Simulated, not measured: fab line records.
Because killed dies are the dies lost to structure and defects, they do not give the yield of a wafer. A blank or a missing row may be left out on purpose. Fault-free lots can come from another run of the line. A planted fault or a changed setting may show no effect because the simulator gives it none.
One fault seen from 2 desks | flow gf180mcu | each desk holds nothing but its own numbers, with what lay behind them at the end

== THE METROLOGY DESK ==
What the gauges read for every lot (on any tool): the sampled wafers with a number, averaged. The brackets show how far a lot's mean lies from the usual mean; more than 4 standard deviations puts the lot out of limits, marked OUT.
Columns: A = V3_CVD_02_THK at GF_V3_THK_MEAS_03, usual 849 nm
lot  | first seen here | A
L111 | day 22 00:39    | 847
L113 | day 22 18:47    | 855
L114 | day 23 07:11    | 850
L115 | day 23 09:36    | 856
L116 | day 24 04:33    | 858
L117 | day 24 09:31    | 856
L118 | day 24 11:20    | 844
L126 | day 26 19:55    | 849
L127 | day 27 03:58    | 855
L128 | day 27 14:38    | 847
L129 | day 28 00:17    | 843
L130 | day 28 05:05    | 847
L133 | day 29 05:35    | 853
Result from this desk: across the 13 lots, nothing is out of limits.

== THE TOOL OWNER'S DESK: pvd-sputter-03 ==
At GF_M4_SPUTTER_04 (material TiN, target thk 50 nm, time 41.7 s) the tool's own readings: per lot run on this tool, the mean of the sampled wafers that have a number. The brackets show how far a lot's mean lies from the usual mean; more than 4 standard deviations puts the lot out of limits, marked OUT.
Columns: A = chamber-pressure-pa at GF_M4_SPUTTER_04, usual 0.4001 Pa; B = throttle-valve-pct at GF_M4_SPUTTER_04, usual 30.3 %
lot  | first seen here | A                        | B
L117 | day 25 09:49    | 0.4002                   | 30.1
L118 | day 25 11:43    | 0.4000                   | 30.0
L126 | day 27 18:25    | 0.4868 (+99 or more) OUT | 27.5
L127 | day 28 02:20    | 0.4861 (+99 or more) OUT | 27.0
L128 | day 28 12:47    | 0.4873 (+99 or more) OUT | 27.2
This desk's finding: out of limits on L126, L127, L128; first on L126, day 27 18:25 (chamber-pressure-pa at GF_M4_SPUTTER_04). Within limits: L117, L118.

== ALL TOGETHER ==
On L126, L127, L128, at day 27 18:25, an alarm was possible from the tool owner's desk.
From the metrology desk's view, nothing was out of limits.
The metrology desk has L126, L127, L128 on record, within its limits.
Every lot named ran GF_M4_SPUTTER_04 on pvd-sputter-03.

== WHAT HAD BEEN PUT IN BY THE SIMULATOR ==
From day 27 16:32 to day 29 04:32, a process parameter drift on pvd-sputter-03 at GF_M4_SPUTTER_04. A move of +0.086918 in setting chamber-pressure-pa, from 0.4. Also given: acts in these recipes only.
Struck lots among those shown: L126, L127, L128.
Each desk's first reading out of limits, in hours after the fault started: the tool owner's desk, 2.
